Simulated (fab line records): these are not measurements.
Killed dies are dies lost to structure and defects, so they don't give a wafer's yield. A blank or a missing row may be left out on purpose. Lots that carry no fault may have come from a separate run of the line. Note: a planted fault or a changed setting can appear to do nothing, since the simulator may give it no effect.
fab line records -- flow sky130
record: lots: 12, wafers: 36, last_day: 50
route steps=708 shown SD_N@354 LI_CONTACT@365 PAD_OPEN@708
lots that met no fault: taken from a fault-free run of the same line
start_h: hours from the record's first day to the start of the lot's first wafer shown -- wait_h: time in hours since the lot's previous step -- " same as the row above -- L1.1+2: a single row standing in for several wafers -- - no value, or no start given -- * or withheld: withheld -- < > ~ a bound
route shown NAME@n: a module of which the file shows steps, and the number in the route of the first -- usual: average and standard deviation across the fault-free wafers -- same: alike in all rows -- chamber/n: place in a boat -- sites: each site's reading -- _std_site: the standard deviation of these -- _edge_site: the outer-site mean with the inner-site mean subtracted -- radius_mm: for every site, how far away it sits from the centre of the wafer -- mask NAME#n: copy n -- behind: tool/chamber where the wafer was last shaped -- hold: what put the lot on hold/how long, in hours/how the hold closed -- device: which transistor (n, p or np) failed to switch -- end of line: tests of these same wafers at the route's end -- a step with no rows: only its recipe -- killed: not the wafer's yield, but the dies lost to structure and defects at the first sort -- map: the dies of a wafer, with x for killed, . for not killed, _ for no die there
set.NAME: the setting as run; set.NAME@STEP: as run at that earlier step -- model.NAME: the simulator's own value behind a step, which no gauge read
a sample of lots followed through the steps of the route, with each step as a table and each wafer as a row
services: from which hour (start_h, from the record's first day; less than 0 if before it) a tool's chamber was out of use, for how many hours, and why
== steps ==
step: SKY_SD_N_TW_MEAS_12
usual: SD_N_TW: 3998/31
lot.wafer,tool,chamber,start_h,wait_h,SD_N_TW
L417.1,film_metro-03,-,651.14,0.1,3969
L417.4,film_metro-03,-,651.14,0.1,3992
L417.6,film_metro-03,-,651.14,0.1,3963
L419.1,film_metro-02,-,665.83,0.1,3965
L419.2,film_metro-02,-,665.83,0.1,4000
L419.6,film_metro-02,-,665.83,0.1,3969
L420.1,film_metro-02,-,677.57,0.1,3966
L420.2,film_metro-02,-,677.57,0.1,3966
L420.4,film_metro-02,-,677.57,0.1,3970
L422.2,film_metro-02,-,689.60,0.1,3950
L422.3,film_metro-02,-,689.60,0.1,3965
L422.4,film_metro-02,-,689.60,0.1,3959
L423.1,film_metro-03,-,697.83,0.1,4008
L423.2,film_metro-03,-,697.83,0.1,3997
L423.5,film_metro-03,-,697.83,0.1,3999
L424.1,film_metro-02,-,706.43,0.1,4005
L424.3,film_metro-02,-,706.43,0.1,4004
L424.4,film_metro-02,-,706.43,0.1,3992
L426.2,film_metro-03,-,724.84,0.1,4026
L426.3,film_metro-03,-,724.84,0.1,3998
L426.4,film_metro-03,-,724.84,0.1,3979
L427.1,film_metro-02,-,730.28,0.1,4004
L427.3,film_metro-02,-,730.28,0.1,4003
L427.4,film_metro-02,-,730.28,0.1,3986
L432.4,film_metro-04,-,770.47,0.1,4033
L432.5,film_metro-04,-,770.47,0.1,4022
L432.6,film_metro-04,-,770.47,0.1,4035
L433.2,film_metro-04,-,776.23,0.1,4017
L433.3,film_metro-04,-,776.23,0.1,3998
L433.5,film_metro-04,-,776.23,0.1,4020
L437.1,film_metro-04,-,806.19,0.1,4021
L437.2,film_metro-04,-,806.19,0.1,4007
L437.5,film_metro-04,-,806.19,0.1,3999
L440.2,film_metro-03,-,834.00,0.1,3963
L440.3,film_metro-03,-,834.00,0.1,3977
L440.4,film_metro-03,-,834.00,0.1,3970
step: SKY_LI_CONTACT_BOW_MEAS_03
recipe: mode: bow
usual: LI_CONTACT_BOW: 55/6.4
lot.wafer,tool,chamber,start_h,wait_h,LI_CONTACT_BOW[um]
L417.1,film_metro-02,-,652.32,0.1,55
L417.4,film_metro-02,-,652.32,0.1,60
L417.6,film_metro-02,-,652.32,0.1,69
L419.1,film_metro-02,-,666.95,0.1,55
L419.2,film_metro-02,-,666.95,0.1,61
L419.6,film_metro-02,-,666.95,0.1,61
L420.1,film_metro-04,-,678.70,0.1,60
L420.2,film_metro-04,-,678.70,0.1,61
L420.4,film_metro-04,-,678.70,0.1,62
L422.2,film_metro-02,-,690.73,0.2,53
L422.3,film_metro-02,-,690.73,0.2,60
L422.4,film_metro-02,-,690.73,0.2,54
L423.1,film_metro-03,-,698.95,0.2,55
L423.2,film_metro-03,-,698.95,0.2,43
L423.5,film_metro-03,-,698.95,0.2,50
L424.1,film_metro-03,-,707.56,0.1,49
L424.3,film_metro-03,-,707.56,0.1,51
L424.4,film_metro-03,-,707.56,0.1,57
L426.2,film_metro-03,-,725.98,0.1,51
L426.3,film_metro-03,-,725.98,0.1,53
L426.4,film_metro-03,-,725.98,0.1,39
L427.1,film_metro-02,-,731.40,0.2,62
L427.3,film_metro-02,-,731.40,0.2,58
L427.4,film_metro-02,-,731.40,0.2,55
L432.4,film_metro-04,-,771.62,0.3,56
L432.5,film_metro-04,-,771.62,0.3,55
L432.6,film_metro-04,-,771.62,0.3,56
L433.2,film_metro-04,-,777.36,0.2,46
L433.3,film_metro-04,-,777.36,0.2,50
L433.5,film_metro-04,-,777.36,0.2,44
L437.1,film_metro-02,-,807.32,0.2,62
L437.2,film_metro-02,-,807.32,0.2,46
L437.5,film_metro-02,-,807.32,0.2,57
L440.2,film_metro-03,-,835.14,0.2,69
L440.3,film_metro-03,-,835.14,0.2,64
L440.4,film_metro-03,-,835.14,0.2,54
step: SKY_LI_CONTACT_ETCH_14
recipe: chemistry: N2/H2, target: BARC, ion_energy_ev: 200, source_w: 500, bias_w: 100, pressure_mtorr: 30, n2_flow_sccm: 100, h2_flow_sccm: 200, stop_on: SiO2, time_s: 45.9, target_depth_a: 600
usual: drypump_motor_current_A: 5.6/0.41, oes_product_au: 0.854/0.0047, throttle_valve_pct: 13.224/0.0083
lot.wafer,tool,chamber,start_h,wait_h,drypump_motor_current_A,oes_product_au,rf_hours_counter_h,throttle_valve_pct
L417.1,rie_diel-01,2,680.69,0.0,5.5,0.854,46,13.225
L417.4,rie_diel-01,0,680.69,0.0,5.6,0.853,4,13.217
L417.6,rie_diel-01,1,680.69,0.0,5.6,0.848,-,13.212
L419.1,rie_diel-01,0,694.59,0.0,5.6,0.860,5,13.237
L419.2,rie_diel-01,3,694.59,0.0,5.5,0.856,12,13.240
L419.6,rie_diel-01,1,694.59,0.0,5.6,0.857,-,13.230
L420.1,rie_diel-04,0,706.98,0.0,5.0,0.863,5,13.227
L420.2,rie_diel-04,2,706.98,0.0,5.6,0.860,11,13.213
L420.4,rie_diel-04,1,706.98,0.0,5.2,0.849,8,13.236
L422.2,rie_diel-02,2,718.58,0.0,5.6,0.853,8,13.245
L422.3,rie_diel-02,1,718.58,0.0,5.5,0.856,16,13.221
L422.4,rie_diel-02,3,718.58,0.0,5.7,0.853,16,13.253
L423.1,rie_diel-01,1,727.34,0.0,5.7,0.853,4,13.229
L423.2,rie_diel-01,0,727.34,0.0,5.6,0.856,6,13.214
L423.5,rie_diel-01,1,727.34,0.0,5.6,0.857,-,13.234
L424.1,rie_diel-02,1,735.63,0.0,5.5,0.858,17,13.215
L424.3,rie_diel-02,2,735.63,0.0,5.6,0.843,9,13.219
L424.4,rie_diel-02,0,735.63,0.0,6.6,0.856,2,13.228
L426.2,rie_diel-04,3,753.53,0.0,5.3,0.844,44,13.240
L426.3,rie_diel-04,0,753.53,0.0,5.0,0.848,6,13.222
L426.4,rie_diel-04,1,753.53,0.0,5.2,0.855,10,13.227
L427.1,rie_diel-02,3,759.18,0.0,5.7,0.858,17,13.233
L427.3,rie_diel-02,2,759.18,0.0,5.6,0.851,9,13.229
L427.4,rie_diel-02,0,759.18,0.0,6.6,0.855,3,13.226
L432.4,rie_diel-04,1,798.40,0.0,5.2,0.849,-,13.235
L432.5,rie_diel-04,3,798.40,0.0,5.4,0.852,-,13.220
L432.6,rie_diel-04,2,798.40,0.0,5.7,0.853,-,13.223
L433.2,rie_diel-02,2,804.38,0.0,5.6,0.860,10,13.219
L433.3,rie_diel-02,3,804.38,0.0,5.7,0.847,18,13.227
L433.5,rie_diel-02,0,804.38,0.0,6.6,0.854,-,13.215
L437.1,rie_diel-01,3,834.18,0.0,5.6,0.862,17,13.232
L437.2,rie_diel-01,2,834.18,0.0,5.6,0.856,2,13.209
L437.5,rie_diel-01,1,834.18,0.0,5.7,0.857,-,13.217
L440.2,rie_diel-01,3,862.23,0.0,5.5,0.855,18,13.219
L440.3,rie_diel-01,0,862.23,0.0,5.6,0.857,11,13.218
L440.4,rie_diel-01,1,862.23,0.0,5.7,0.853,9,13.231
step: SKY_LI_CONTACT_ETCH_15
recipe: target: PSG, chemistry: C4F8/O2/Ar, stop_on: Si, taper_deg: 4.15, mask_material: KrF-thick, source_w: 1500, bias_w: 1200, pressure_mtorr: 40, c4f8_flow_sccm: withheld, O2_flow_sccm: 6, Ar_flow_sccm: 300, time_s: withheld, target_depth_a: 6000
usual: oes_product_au: 0.825/0.0047
lot.wafer,tool,chamber,start_h,wait_h,oes_product_au
L417.1,rie_diel-01,2,680.73,0.0,0.831
L417.4,rie_diel-01,0,680.73,0.0,0.831
L417.6,rie_diel-01,1,680.73,0.0,0.829
L419.1,rie_diel-01,0,694.63,0.0,0.821
L419.2,rie_diel-01,3,694.63,0.0,0.822
L419.6,rie_diel-01,1,694.63,0.0,0.824
L420.1,rie_diel-04,0,707.02,0.0,0.817
L420.2,rie_diel-04,2,707.02,0.0,0.821
L420.4,rie_diel-04,1,707.02,0.0,0.829
L422.2,rie_diel-02,2,718.63,0.0,0.830
L422.3,rie_diel-02,1,718.63,0.0,0.828
L422.4,rie_diel-02,3,718.63,0.0,0.826
L423.1,rie_diel-01,1,727.38,0.0,0.831
L423.2,rie_diel-01,0,727.38,0.0,0.825
L423.5,rie_diel-01,1,727.38,0.0,0.822
L424.1,rie_diel-02,1,735.67,0.0,0.832
L424.3,rie_diel-02,2,735.67,0.0,0.831
L424.4,rie_diel-02,0,735.67,0.0,0.827
L426.2,rie_diel-04,3,753.57,0.0,0.828
L426.3,rie_diel-04,0,753.57,0.0,0.822
L426.4,rie_diel-04,1,753.57,0.0,0.828
L427.1,rie_diel-02,3,759.22,0.0,0.820
L427.3,rie_diel-02,2,759.22,0.0,0.829
L427.4,rie_diel-02,0,759.22,0.0,0.830
L432.4,rie_diel-04,1,798.47,0.0,0.833
L432.5,rie_diel-04,3,798.47,0.0,0.829
L432.6,rie_diel-04,2,798.47,0.0,0.821
L433.2,rie_diel-02,2,804.42,0.0,0.826
L433.3,rie_diel-02,3,804.42,0.0,0.828
L433.5,rie_diel-02,0,804.42,0.0,0.827
L437.1,rie_diel-01,3,834.22,0.0,0.826
L437.2,rie_diel-01,2,834.22,0.0,0.830
L437.5,rie_diel-01,1,834.22,0.0,0.836
L440.2,rie_diel-01,3,862.28,0.0,0.821
L440.3,rie_diel-01,0,862.28,0.0,0.825
L440.4,rie_diel-01,1,862.28,0.0,0.822
step: SKY_LI_CONTACT_STRIP_16
recipe: chemistry: O2/N2, power_w: 1400, pressure_mtorr: 1500, platen_temp_c: withheld, o2_flow_sccm: 3000, n2_flow_sccm: 300, overash_fraction: 0.5
usual: drypump_motor_current_A: 5.8/0.65, o2_flow_sccm: 3001/8.2, oes_product_au: 0.376/0.0046, strip_time_to_endpoint_s: 3.50/0.047
lot.wafer,tool,chamber,start_h,wait_h,drypump_motor_current_A,o2_flow_sccm,oes_product_au,rf_hours_counter_h,strip_time_to_endpoint_s
L417.1,plasma_asher-03,1,680.82,-,4.9,3015,0.375,88,3.62
L417.4,plasma_asher-03,1,680.82,-,4.9,3021,0.379,-,3.54
L417.6,plasma_asher-03,0,680.82,-,6.5,2999,0.377,-,3.56
L419.1,plasma_asher-02,0,694.72,-,6.4,3005,0.381,97,3.53
L419.2,plasma_asher-02,1,694.72,-,5.5,2999,0.377,97,3.48
L419.6,plasma_asher-02,1,694.72,-,5.5,3012,0.374,-,3.49
L420.1,plasma_asher-02,1,707.11,-,5.5,2998,0.375,97,3.52
L420.2,plasma_asher-02,0,707.11,-,6.5,3002,0.370,97,3.41
L420.4,plasma_asher-02,1,707.11,-,5.5,3002,0.381,-,3.54
L422.2,plasma_asher-03,1,718.71,-,4.9,3012,0.381,92,3.53
L422.3,plasma_asher-03,1,718.71,-,5.0,3002,0.371,-,3.48
L422.4,plasma_asher-03,0,718.71,-,6.5,2993,0.380,-,3.47
L423.1,plasma_asher-02,0,727.47,-,6.5,3013,0.380,99,3.51
L423.2,plasma_asher-02,1,727.47,-,5.5,3005,0.374,99,3.47
L423.5,plasma_asher-02,1,727.47,-,5.5,3000,0.371,-,3.50
L424.1,plasma_asher-03,0,735.76,-,6.5,3010,0.369,94,3.42
L424.3,plasma_asher-03,0,735.76,-,6.5,2995,0.380,-,3.51
L424.4,plasma_asher-03,1,735.76,-,4.9,3010,0.378,-,3.54
L426.2,plasma_asher-03,1,753.66,-,5.0,3000,0.380,96,3.55
L426.3,plasma_asher-03,1,753.66,-,4.9,3001,0.380,-,3.48
L426.4,plasma_asher-03,0,753.66,-,6.5,3003,0.377,-,3.53
L427.1,plasma_asher-03,0,759.31,-,6.5,3001,0.373,97,3.50
L427.3,plasma_asher-03,1,759.31,-,4.9,2998,0.375,-,3.53
L427.4,plasma_asher-03,0,759.31,-,6.4,2988,0.379,-,3.52
L432.4,plasma_asher-02,0,798.54,-,6.5,2998,0.376,-,3.49
L432.5,plasma_asher-02,1,798.54,-,5.5,2997,0.375,-,3.51
L432.6,plasma_asher-02,0,798.54,-,6.5,3011,0.386,-,3.44
L433.2,plasma_asher-02,0,804.51,-,6.5,3000,0.379,6,3.55
L433.3,plasma_asher-02,1,804.51,-,5.5,2989,0.378,-,3.50
L433.5,plasma_asher-02,1,804.51,-,5.5,2989,0.398,-,3.96
L437.1,plasma_asher-03,0,834.31,-,6.5,2995,0.380,104,3.45
L437.2,plasma_asher-03,1,834.31,-,4.9,2996,0.381,104,3.55
L437.5,plasma_asher-03,0,834.31,-,6.5,2997,0.385,-,3.51
L440.2,plasma_asher-02,1,862.36,-,5.5,3000,0.373,12,3.49
L440.3,plasma_asher-02,0,862.36,-,6.5,2989,0.375,-,3.48
L440.4,plasma_asher-02,1,862.36,-,5.5,2998,0.375,-,3.51
step: SKY_PAD_OPEN_PROBE_99
usual: killed_at_M0_to_M3: 42/7.2, killed_at_M4_up: 3.4/2.1, killed_at_contacts: 24/5.4, killed_at_front_end: 15/4, killed_at_other: 0.3/0.53, killed_dies: 85/8.8, killed_open: 47/6.7, killed_short: 38/6.5
same: gross_dies: 492, killed_at_back_side: 0
lot.wafer,tool,chamber,start_h,wait_h,killed_at_M0_to_M3,killed_at_M4_up,killed_at_contacts,killed_at_front_end,killed_at_other,killed_dies,killed_open,killed_short
L417.1,prober-02,-,1079.14,0.1,41,4,29,23,1,98,52,46
L417.4,prober-02,-,1079.29,0.2,46,4,23,13,1,87,54,33
L417.6,prober-02,-,1079.39,0.2,40,3,33,10,0,86,47,39
L419.1,prober-02,-,1093.88,0.1,50,3,24,17,0,94,52,42
L419.2,prober-02,-,1093.93,0.1,55,5,23,16,0,99,57,41
L419.6,prober-02,-,1094.13,0.2,54,2,24,16,0,96,57,39
L420.1,prober-01,-,1099.83,0.1,44,3,22,18,1,88,36,51
L420.2,prober-01,-,1099.88,0.1,41,4,35,11,1,92,48,44
L420.4,prober-01,-,1099.98,0.2,58,6,26,16,0,106,62,43
L422.2,prober-01,-,1108.43,0.1,49,2,35,20,0,106,62,44
L422.3,prober-01,-,1108.48,0.2,41,6,21,13,0,81,47,32
L422.4,prober-01,-,1108.53,0.2,55,3,26,8,0,92,64,28
L423.1,prober-02,-,1117.48,0.1,39,2,30,11,0,82,41,41
L423.2,prober-02,-,1117.53,0.1,42,6,19,8,0,75,39,35
L423.5,prober-02,-,1117.68,0.2,49,4,26,8,0,87,52,35
L424.1,prober-01,-,1120.81,0.1,39,3,29,14,0,85,38,47
L424.3,prober-01,-,1120.91,0.2,40,5,29,15,0,89,50,39
L424.4,prober-01,-,1120.96,0.2,35,5,27,14,0,81,39,42
L426.2,prober-01,-,1136.41,0.1,39,2,29,19,0,89,48,40
L426.3,prober-01,-,1136.46,0.2,46,5,20,8,1,80,39,40
L426.4,prober-01,-,1136.51,0.2,48,5,29,14,0,96,57,39
L427.1,prober-02,-,1138.20,0.1,58,3,30,17,0,108,50,58
L427.3,prober-02,-,1138.30,0.2,33,1,31,15,0,80,46,34
L427.4,prober-02,-,1138.35,0.2,35,3,29,20,0,87,49,38
L432.4,prober-01,-,1164.39,0.2,65,3,16,16,0,100,47,53
L432.5,prober-01,-,1164.44,0.2,29,3,25,16,1,74,45,29
L432.6,prober-01,-,1164.49,0.2,36,12,18,10,0,76,45,31
L433.2,prober-02,-,1168.71,0.1,45,2,27,18,0,92,50,42
L433.3,prober-02,-,1168.76,0.2,39,4,29,11,0,83,44,39
L433.5,prober-02,-,1168.86,0.2,41,2,47,22,0,112,41,46
L437.1,prober-01,-,1187.85,0.1,32,1,22,11,0,66,45,21
L437.2,prober-01,-,1187.90,0.1,37,2,30,17,0,86,42,44
L437.5,prober-01,-,1188.05,0.2,41,4,16,11,0,72,40,32
L440.2,prober-02,-,1203.04,0.1,46,4,27,7,0,84,55,28
L440.3,prober-02,-,1203.09,0.2,44,3,32,12,0,91,51,40
L440.4,prober-02,-,1203.14,0.2,29,10,31,15,1,86,53,33
killed by level:class
L417.1 CONTACT:geometric_particle:open=12 LI_CONTACT:geometric_particle:open=8 METAL1:geometric_particle:short=8 VIA1:geometric_particle:open=7 FIELD_ISO:geometric_particle:short=6 FIELD_ISO:geometric_particle:open=6 LOCAL_INTERCONNECT:geometric_particle:short=6 POLY_GATE:geometric_particle:short=4
L417.4 VIA1:geometric_particle:open=17 CONTACT:geometric_particle:open=10 LI_CONTACT:geometric_particle:open=6 METAL1:geometric_particle:short=5 VIA2:geometric_particle:open=5 METAL3:geometric_particle:short=4 METAL2:geometric_particle:short=4 VIA3:geometric_particle:short=4
L417.6 LI_CONTACT:geometric_particle:open=11 VIA1:geometric_particle:open=10 CONTACT:geometric_particle:open=9 CONTACT:geometric_particle:short=8 METAL1:geometric_particle:short=6 METAL2:geometric_particle:short=6 VIA2:geometric_particle:open=5 VIA1:geometric_particle:short=5
L419.1 VIA1:geometric_particle:open=13 VIA2:geometric_particle:open=9 VIA1:geometric_particle:short=9 LI_CONTACT:geometric_particle:open=8 CONTACT:geometric_particle:short=6 CONTACT:geometric_particle:open=6 VIA3:geometric_particle:open=6 FIELD_ISO:geometric_particle:short=5
L419.2 VIA1:geometric_particle:open=14 METAL2:geometric_particle:short=10 CONTACT:geometric_particle:open=9 VIA2:geometric_particle:open=8 LI_CONTACT:geometric_particle:open=6 VIA1:geometric_particle:short=6 FIELD_ISO:geometric_particle:short=4 METAL1:geometric_particle:open=4
L419.6 VIA1:geometric_particle:open=14 CONTACT:geometric_particle:open=10 VIA2:geometric_particle:open=8 METAL2:geometric_particle:short=8 FIELD_ISO:geometric_particle:open=7 METAL1:geometric_particle:short=6 LI_CONTACT:geometric_particle:open=5 VIA1:geometric_particle:short=5
L420.1 CONTACT:geometric_particle:open=9 FIELD_ISO:geometric_particle:short=8 VIA1:geometric_particle:short=7 METAL1:geometric_particle:short=6 VIA2:geometric_particle:short=6 VIA1:geometric_particle:open=5 LI_CONTACT:geometric_particle:short=4 LI_CONTACT:geometric_particle:open=4
L420.2 CONTACT:geometric_particle:open=14 LI_CONTACT:geometric_particle:open=9 VIA1:geometric_particle:open=9 LI_CONTACT:geometric_particle:short=8 METAL2:geometric_particle:short=8 METAL1:geometric_particle:short=5 VIA2:geometric_particle:open=5 VIA3:geometric_particle:open=5
L420.4 VIA1:geometric_particle:open=16 CONTACT:geometric_particle:open=10 VIA2:geometric_particle:open=9 VIA1:geometric_particle:short=8 VIA3:geometric_particle:open=7 LI_CONTACT:geometric_particle:open=6 FIELD_ISO:geometric_particle:open=4 LOCAL_INTERCONNECT:geometric_particle:short=4
L422.2 CONTACT:geometric_particle:open=13 LI_CONTACT:geometric_particle:open=9 FIELD_ISO:geometric_particle:short=8 CONTACT:geometric_particle:short=8 VIA1:geometric_particle:open=8 VIA3:geometric_particle:open=8 VIA2:geometric_particle:open=6 METAL1:geometric_particle:short=6
L422.3 VIA1:geometric_particle:open=19 LI_CONTACT:geometric_particle:open=7 CONTACT:geometric_particle:open=7 METAL2:geometric_particle:short=6 FIELD_ISO:geometric_particle:open=4 POLY_GATE:geometric_particle:short=4 VIA1:geometric_particle:short=4 CONTACT:geometric_particle:short=4
L422.4 VIA1:geometric_particle:open=15 CONTACT:geometric_particle:open=12 VIA3:geometric_particle:open=11 VIA2:geometric_particle:open=9 CONTACT:geometric_particle:short=6 VIA1:geometric_particle:short=6 LI_CONTACT:geometric_particle:open=5 METAL2:geometric_particle:open=3
L423.1 CONTACT:geometric_particle:open=11 VIA1:geometric_particle:open=8 CONTACT:geometric_particle:short=7 LI_CONTACT:geometric_particle:open=6 LOCAL_INTERCONNECT:geometric_particle:short=6 METAL1:geometric_particle:short=5 VIA1:geometric_particle:short=5 VIA2:geometric_particle:short=5
L423.2 VIA1:geometric_particle:open=13 VIA3:geometric_particle:open=10 CONTACT:geometric_particle:short=7 VIA1:geometric_particle:short=6 CONTACT:geometric_particle:open=4 VIA2:geometric_particle:open=4 METAL4:geometric_particle:short=4 LI_CONTACT:geometric_particle:open=3
L423.5 CONTACT:geometric_particle:open=11 VIA3:geometric_particle:open=9 METAL2:geometric_particle:short=9 VIA2:geometric_particle:open=9 VIA1:geometric_particle:open=8 LI_CONTACT:geometric_particle:open=5 LOCAL_INTERCONNECT:geometric_particle:short=5 METAL1:geometric_particle:short=5
L424.1 CONTACT:geometric_particle:open=12 LI_CONTACT:geometric_particle:open=9 VIA3:geometric_particle:short=7 VIA1:geometric_particle:short=7 FIELD_ISO:geometric_particle:short=6 CONTACT:geometric_particle:short=5 METAL1:geometric_particle:short=4 METAL2:geometric_particle:short=4
L424.3 VIA1:geometric_particle:open=12 CONTACT:geometric_particle:open=11 LOCAL_INTERCONNECT:geometric_particle:short=7 LI_CONTACT:geometric_particle:open=5 CONTACT:geometric_particle:short=5 METAL1:geometric_particle:short=5 VIA2:geometric_particle:open=5 METAL2:geometric_particle:short=4
L424.4 CONTACT:geometric_particle:open=10 VIA1:geometric_particle:short=9 VIA1:geometric_particle:open=7 LOCAL_INTERCONNECT:geometric_particle:short=6 VIA2:geometric_particle:open=5 METAL2:geometric_particle:short=5 POLY_GATE:geometric_particle:open=4 LI_CONTACT:geometric_particle:open=4
L426.2 VIA1:geometric_particle:open=13 CONTACT:geometric_particle:open=9 CONTACT:geometric_particle:short=8 LI_CONTACT:geometric_particle:open=7 VIA3:geometric_particle:open=6 POLY_GATE:geometric_particle:short=5 VIA1:geometric_particle:short=5 VIA2:geometric_particle:open=5
L426.3 METAL1:geometric_particle:short=11 CONTACT:geometric_particle:open=9 METAL2:geometric_particle:short=8 VIA1:geometric_particle:open=7 LI_CONTACT:geometric_particle:open=7 METAL4:geometric_particle:short=5 LI_CONTACT:geometric_particle:short=4 VIA3:geometric_particle:open=4
L426.4 CONTACT:geometric_particle:open=17 VIA1:geometric_particle:open=11 METAL3:geometric_particle:short=6 LI_CONTACT:geometric_particle:open=5 METAL2:geometric_particle:short=5 VIA3:geometric_particle:open=5 VIA2:geometric_particle:open=4 SPACER:geometric_particle:short=4
L427.1 VIA1:geometric_particle:open=13 CONTACT:geometric_particle:open=11 VIA3:geometric_particle:short=9 VIA2:geometric_particle:open=9 POLY_GATE:geometric_particle:short=8 LI_CONTACT:geometric_particle:open=8 METAL2:geometric_particle:short=8 METAL1:geometric_particle:short=7
L427.3 LI_CONTACT:geometric_particle:open=13 VIA1:geometric_particle:open=13 CONTACT:geometric_particle:open=9 FIELD_ISO:geometric_particle:short=6 LOCAL_INTERCONNECT:geometric_particle:short=4 CONTACT:geometric_particle:short=4 VIA3:geometric_particle:short=4 FIELD_ISO:geometric_particle:open=3
L427.4 CONTACT:geometric_particle:open=12 VIA3:geometric_particle:open=9 VIA1:geometric_particle:open=7 CONTACT:geometric_particle:short=6 FIELD_ISO:geometric_particle:open=5 POLY_GATE:geometric_particle:open=5 FIELD_ISO:geometric_particle:short=4 LOCAL_INTERCONNECT:geometric_particle:short=4
L432.4 VIA1:geometric_particle:open=13 VIA1:geometric_particle:short=11 METAL2:geometric_particle:short=10 VIA3:geometric_particle:open=9 POLY_GATE:geometric_particle:short=7 VIA2:geometric_particle:open=7 METAL1:geometric_particle:short=6 POLY_GATE:geometric_particle:open=4
L432.5 LI_CONTACT:geometric_particle:open=12 VIA1:geometric_particle:open=7 CONTACT:geometric_particle:open=6 VIA2:geometric_particle:open=5 POLY_GATE:geometric_particle:open=4 METAL1:geometric_particle:short=4 VIA3:geometric_particle:open=4 FIELD_ISO:geometric_particle:short=3
L432.6 CONTACT:geometric_particle:open=10 VIA1:geometric_particle:open=9 METAL4:geometric_particle:short=7 VIA3:geometric_particle:open=7 METAL1:geometric_particle:short=5 VIA1:geometric_particle:short=5 VIA2:geometric_particle:open=5 FIELD_ISO:geometric_particle:open=4
L433.2 CONTACT:geometric_particle:open=10 VIA1:geometric_particle:open=10 VIA2:geometric_particle:open=7 LI_CONTACT:geometric_particle:open=6 CONTACT:geometric_particle:short=6 POLY_GATE:geometric_particle:open=5 VIA1:geometric_particle:short=4 METAL2:geometric_particle:short=4
L433.3 CONTACT:geometric_particle:open=13 METAL2:geometric_particle:short=9 LI_CONTACT:geometric_particle:open=6 VIA3:geometric_particle:open=6 LOCAL_INTERCONNECT:geometric_particle:short=5 METAL1:geometric_particle:short=5 POLY_GATE:geometric_particle:short=4 VIA1:geometric_particle:open=4
L433.5 LI_CONTACT:area_etch=25 POLY_GATE:geometric_particle:short=9 VIA1:geometric_particle:open=9 LI_CONTACT:geometric_particle:open=7 METAL2:geometric_particle:short=7 LI_CONTACT:geometric_particle:short=6 CONTACT:geometric_particle:open=6 VIA2:geometric_particle:open=6
L437.1 CONTACT:geometric_particle:open=13 VIA1:geometric_particle:open=11 VIA2:geometric_particle:open=8 POLY_GATE:geometric_particle:short=4 LI_CONTACT:geometric_particle:open=4 METAL2:geometric_particle:short=4 CONTACT:geometric_particle:short=3 METAL1:geometric_particle:short=2
L437.2 CONTACT:geometric_particle:open=11 CONTACT:geometric_particle:short=7 VIA1:geometric_particle:open=7 METAL2:geometric_particle:short=7 LI_CONTACT:geometric_particle:open=5 METAL1:geometric_particle:short=5 VIA2:geometric_particle:short=5 FIELD_ISO:geometric_particle:short=4
L437.5 VIA1:geometric_particle:open=9 CONTACT:geometric_particle:open=6 METAL2:geometric_particle:short=5 VIA2:geometric_particle:open=5 VIA3:geometric_particle:open=5 FIELD_ISO:geometric_particle:short=4 LI_CONTACT:geometric_particle:open=4 METAL1:geometric_particle:short=4
L440.2 LI_CONTACT:geometric_particle:open=10 CONTACT:geometric_particle:open=10 VIA2:geometric_particle:open=10 VIA1:geometric_particle:open=8 VIA3:geometric_particle:open=6 METAL1:geometric_particle:short=6 VIA1:geometric_particle:short=5 CONTACT:geometric_particle:short=4
L440.3 CONTACT:geometric_particle:open=11 VIA3:geometric_particle:open=9 VIA1:geometric_particle:open=9 LI_CONTACT:geometric_particle:open=8 CONTACT:geometric_particle:short=7 METAL3:geometric_particle:short=6 FIELD_ISO:geometric_particle:short=5 METAL1:geometric_particle:short=4
L440.4 LI_CONTACT:geometric_particle:open=11 CONTACT:geometric_particle:open=10 METAL4:geometric_particle:short=8 VIA1:geometric_particle:open=7 VIA2:geometric_particle:open=6 FIELD_ISO:geometric_particle:open=5 POLY_GATE:geometric_particle:open=4 LI_CONTACT:geometric_particle:short=4
== services ==
tool,chamber,start_h,hours,kind
plasma_asher-02,-,696.02,2.2,repair
rie_diel-01,2,720.51,2.8,repair
rie_diel-01,3,724.20,6.1,repair
plasma_asher-02,-,733.75,9.0,pm
plasma_asher-02,0,733.75,9.0,vent_cycle
plasma_asher-02,1,733.75,9.0,vent_cycle
plasma_asher-02,0,742.75,-,clean
plasma_asher-02,1,742.75,-,clean
rie_diel-01,2,752.85,-,clean
rie_diel-01,2,752.85,21.2,scheduled_down
rie_diel-01,2,752.85,21.2,vent_cycle
rie_diel-04,3,755.07,-,clean
rie_diel-04,3,755.07,16.0,scheduled_down
rie_diel-04,3,755.07,16.0,vent_cycle
rie_diel-01,1,772.14,9.9,repair
rie_diel-02,2,785.07,9.5,repair
rie_diel-02,1,786.28,3.0,repair
rie_diel-04,0,797.27,1.7,repair
plasma_asher-02,-,839.02,1.6,repair
== key ==
first_sign: step: SKY_LI_CONTACT_STRIP_16, reading: strip_time_to_endpoint_s, direction: up, sigmas: 9.7, usual: *, struck: *
effect: step: SKY_LI_CONTACT_STRIP_16, reading: oes_product_au, direction: up, sigmas: 4.6, usual: 0.376, struck: 0.398
effect: step: SKY_PAD_OPEN_PROBE_99, reading: killed_at_contacts, direction: up, sigmas: 4.1, usual: 24, struck: 47
more_kills_born_at: SKY_LI_CONTACT_ETCH_15@rie_diel-02: 25
met_at SKY_LI_CONTACT_ETCH_15
struck_lots L433
struck_wafers L433.5
tester_left_out L433
not_acting_at SKY_SD_N_TW_MEAS_12,SKY_LI_CONTACT_BOW_MEAS_03,SKY_LI_CONTACT_ETCH_14
onset_between 759.22 804.42
fault: kind: process_parameter_drift, tool: rie_diel-02, chamber: 0, onset_h: 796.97, steps: SKY_LI_CONTACT_ETCH_15, channel: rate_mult, offset: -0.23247, shape: step, end_h: 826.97
tester_left_out: of these lots the tester's yield and bins aren't shown, on N5 and GAA mostly nor the transistor test; their killed dies are dies lost to structure and defects alone, not to doping, threshold or leakage, so they don't give the yield
